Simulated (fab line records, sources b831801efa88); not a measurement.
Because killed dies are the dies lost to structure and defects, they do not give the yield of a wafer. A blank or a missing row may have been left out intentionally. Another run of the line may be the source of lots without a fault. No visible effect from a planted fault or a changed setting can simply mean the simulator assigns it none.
Chamber matching | flow gf180mcu | cmp-02 running GF_V3_CMP_26: 4 sister chambers
The step polishes, stops on SiO2, t overpolish 15 s, target thk 0 nm. 8 wafers are shown with their chamber, then 11 later ones without.

WAFERS PAIRED WITH THEIR CHAMBERS
wafer  | chamber | motorCurrentA (A) | overpolishRunS (s)
L084.3 | 1       | 12.6              | 15.000
L085.4 | 2       | 11.1              | 15.016
L086.1 | 3       | 10.9              | 15.004
L086.5 | 3       | 10.6              | 14.996
L088.1 | 2       | 11.1              | 14.988
L088.5 | 1       | 11.8              | 15.001
L088.6 | 0       | 10.7              | 15.006
L090.1 | 0       | 11.7              | 15.012

WAFERS WHOSE CHAMBER IS MISSING
wafer  | motorCurrentA (A) | overpolishRunS (s)
L090.2 | 10.4              | 14.984
L090.6 | 10.5              | 14.979
L091.4 | 11.3              | 15.010
L091.5 | 11.0              | 15.014
L091.6 | 12.2              | 14.991
L093.3 | 12.7              | 14.994
L093.5 | 11.5              | 14.996
L093.6 | 12.6              | 14.999
L096.1 | 10.8              | 14.990
L096.2 | 11.9              | 15.002
L096.6 | 10.8              | 15.004

THE CHAMBER EACH PASSED THROUGH
wafer  | from the rows above               | in truth
L090.2 | can't be placed: 3 or 2 or 0      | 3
L090.6 | can't be placed: 3 or 2 or 0      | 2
L091.4 | can't be placed: 0 or 2 or 3 or 1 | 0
L091.5 | can't be placed: 0 or 2 or 3      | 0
L091.6 | can't be placed: 1 or 2 or 0      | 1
L093.3 | 1                                 | 1
L093.5 | can't be placed: 2 or 0 or 1 or 3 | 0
L093.6 | 1                                 | 1
L096.1 | can't be placed: 3 or 2 or 0      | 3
L096.2 | can't be placed: 1 or 0 or 2 or 3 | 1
L096.6 | can't be placed: 3 or 2 or 0      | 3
Placed correctly: 2 of 11. Can't be placed from these rows: 9 (the true chamber is among the candidates in 9). Placed wrongly: 0.
How it was worked out, from the rows above alone: a wafer's distance from a chamber is the root of the sum, over the readings, of the square of ((its reading less the chamber's mean) divided by the reading's scatter). If the next closest chamber is less than 2 further off than the closest, the wafer can't be placed; otherwise it belongs to the closest. The mean given for a chamber averages the wafers shown for that chamber. How the scatter is found: for the shown wafers, subtract from each reading the mean of its chamber, square and add these, divide the total by (wafers less chambers), then take the root.
